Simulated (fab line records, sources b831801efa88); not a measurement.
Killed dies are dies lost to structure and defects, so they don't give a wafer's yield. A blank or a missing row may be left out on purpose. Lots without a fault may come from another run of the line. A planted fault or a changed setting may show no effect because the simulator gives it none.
One fault seen from 2 desks | flow gf180mcu | each desk has only its own numbers; what lay behind them comes last

THE METROLOGY DESK
What the gauges read, lot by lot, whatever tool the lot ran on: means of the sampled wafers that have a number. A lot is out of limits, marked OUT, if its mean lies more than 4 standard deviations from the usual mean; the brackets give that distance.
Columns: A = STI_OXIDATION_THK at GF_STI_THK_MEAS_02, usual 9.99 nm; B = STI_CVD_23_THK at GF_STI_THK_MEAS_24, usual 648 nm; C = NWELL_TW at GF_NWELL_TW_MEAS_11, usual 1580; D = NWELL_RS at GF_VT_IMPLANT_RS_MEAS_47, usual 487.7 ohm/sq
lot  | first seen here | A     | B   | C    | D
L405 | day 1 11:31     | 10.12 | 651 | 1573 | 486.0
L406 | day 1 16:31     | 10.00 | 650 | 1572 | 488.4
L407 | day 1 21:32     | 10.16 | 646 | 1576 | 487.0
L408 | day 2 02:31     | 9.91  | 646 | 1588 | 487.1
L412 | day 2 23:48     | 9.63  | 652 | 1582 | 483.6
L418 | day 4 04:31     | 9.71  | 648 | 1581 | 486.0
L420 | day 4 14:31     | 9.92  | 646 | 1576 | 487.7
L422 | day 5 00:31     | 10.22 | 646 | 1569 | 488.1
L423 | day 5 05:32     | 10.10 | 654 | 1590 | 487.8
L426 | day 5 20:38     | 9.83  | 649 | 1579 | 487.4
L427 | day 6 01:32     | 9.98  | 646 | 1571 | 486.8
L428 | day 6 06:32     | 10.13 | 649 | 1569 | 486.1
This desk's finding: nothing out of limits on any of the 12 lots.

THE TOOL OWNER'S DESK: implanter-02
The tool's own readings at GF_NWELL_IMPLANT_09: means of the sampled wafers that have a number, for each lot that ran on this tool. A lot is out of limits, marked OUT, if its mean lies more than 4 standard deviations from the usual mean; the brackets give that distance.
Columns: A = beam_on_s at GF_NWELL_IMPLANT_09, usual 10.00 s; B = faraday_current_uA at GF_NWELL_IMPLANT_09, usual 22.6
lot  | first seen here | A     | B
L406 | day 3 12:31     | 10.05 | 22.4
L407 | day 3 17:35     | 10.08 | 22.4
L412 | day 5 00:11     | 10.66 | 21.2
L418 | day 6 07:34     | 10.79 | 20.9
L427 | day 8 14:23     | 9.84  | 23.0
L428 | day 8 15:08     | 9.84  | 23.0
This desk's finding: nothing out of limits on any of the 6 lots.

PUT TOGETHER
The metrology desk saw nothing out of limits.
The tool owner's desk saw nothing out of limits.

WHAT THE SIMULATOR HAD PUT IN
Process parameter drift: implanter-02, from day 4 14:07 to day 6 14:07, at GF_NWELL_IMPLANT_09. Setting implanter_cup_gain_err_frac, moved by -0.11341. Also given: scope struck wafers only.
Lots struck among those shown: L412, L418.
